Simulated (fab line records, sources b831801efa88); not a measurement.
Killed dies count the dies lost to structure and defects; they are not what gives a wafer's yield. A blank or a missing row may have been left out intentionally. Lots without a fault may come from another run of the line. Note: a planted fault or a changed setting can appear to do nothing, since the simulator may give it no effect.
Problem report, 8D (eight disciplines) form, completed by code + flow sky130 + the parts of the form that need people (team, actions taken, sign-off) are left out

1. THE PROBLEM
Across 3 wafers from 3 lots, VIA1_HDPCVD_THK at SKY_VIA1_THK_MEAS_01 averages 1548 nm, while fault-free wafers read 1028 nm with a standard deviation of 11. That is +47 standard deviations from the usual mean.
First observed at day 39 11:18: wafer L444.5, on film-metro-04. At this step, 36 wafers from 12 lots have a number in the record. Rule for "out" (also "out of limits"): further than 4 standard deviations from the usual mean. The other wafers with a number count as sound.

2. WHAT IT IS, AND WHAT IT ISN'T
| question                    | is                     | is not                                                                    |
|-----------------------------|------------------------|---------------------------------------------------------------------------|
| which readings at this step | VIA1_HDPCVD_THK        | -                                                                         |
| which lots                  | L444, L445, L448       | L428, L430, L431, L432, L433, L434, L435, L437, L438                      |
| which wafers of those lots  | L444.5, L445.3, L448.2 | L444.1, L444.4, L445.2, L445.6, L448.1, L448.6                            |
| read on which gauges        | film-metro-04          | film-metro-01, film-metro-03                                              |
| when                        | from day 39 11:18      | up to then (29 sound wafers); but 4 sound wafers of L445, L448 came after |

3. SUSPECTS, AND WHAT RULES EACH OUT
Counting: a tool at a process step up to the reading stays a suspect if it ran every lot that is out. Sound lots after the first of them don't rule it out here, since some wafers of a struck lot are sound.
- the gauge at SKY_VIA1_THK_MEAS_01 is ruled out. All the wafers that are out were read on film-metro-04, but those of them that SKY_VIA1_HDPCVD_00 has rows for are out there too, on other tools.
- hdpcvd-02 at SKY_VIA1_HDPCVD_00 (deposits SiO2, target thk 1030 nm, time 171.7 s): kept. It ran every lot that is out, first L444 (day 39 11:11); its last sound lot up to then is L438 (day 37 20:41). On those wafers its own readings are out: sih4-flow-sccm.
- In hdpcvd-02 at SKY_VIA1_HDPCVD_00, the wafers that are out were processed in chamber 0 and their sound lot-mates in chambers 1, 2.
Remaining after the count: hdpcvd-02 at SKY_VIA1_HDPCVD_00.

4. THE CAUSE (what the simulator had put in)
hdpcvd-02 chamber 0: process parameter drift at SKY_VIA1_HDPCVD_00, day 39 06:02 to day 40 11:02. A move of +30 in setting sih4-flow-sccm, from 60. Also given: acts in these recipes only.
The count eliminated every tool but this one.

5. THE EFFECT CHAIN, in route order
Each row: a reading whose mean over the struck wafers that have a number lies more than 3 standard deviations from the usual. Scope: only readings with a usual standard deviation given in the record; hours: median across lots of the time from each lot's start at the first step in this table that gives one to its start at this step; sigmas: change in usual standard deviations.
| hours | step                 | reading         | usual      | on struck wafers | change | sigmas      |
|-------|----------------------|-----------------|------------|------------------|--------|-------------|
| 0     | SKY_VIA1_HDPCVD_00   | sih4-flow-sccm  | 60.01 sccm | 90.23            | +30.22 | +99 or more |
| 0     | SKY_VIA1_THK_MEAS_01 | VIA1_HDPCVD_THK | 1028 nm    | 1548             | +520   | +47         |
Its process steps:
- SKY_VIA1_HDPCVD_00: deposits SiO2, target thk 1030 nm, time 171.7 s.
Later measuring or inspecting steps at which every struck wafer that the step has a row for has a number for every such reading, and none has moved that far: SKY_VIA1_BOW_MEAS_03.

6. HOW IT WOULD HAVE BEEN CAUGHT EARLIER
In this record the first reading out of limits at a measuring or inspecting step was taken at day 39 11:18, 5 hours after the fault began at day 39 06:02.
Tool's own readings at SKY_VIA1_HDPCVD_00, sih4-flow-sccm: out on all struck wafers the step has rows for; an alarm limit on them would have tripped on the first.
Among the 3 lots that are out, L445, L448 began SKY_VIA1_HDPCVD_00 on hdpcvd-02 after day 39 11:18. A hold on the tool at that time would have spared those 2.
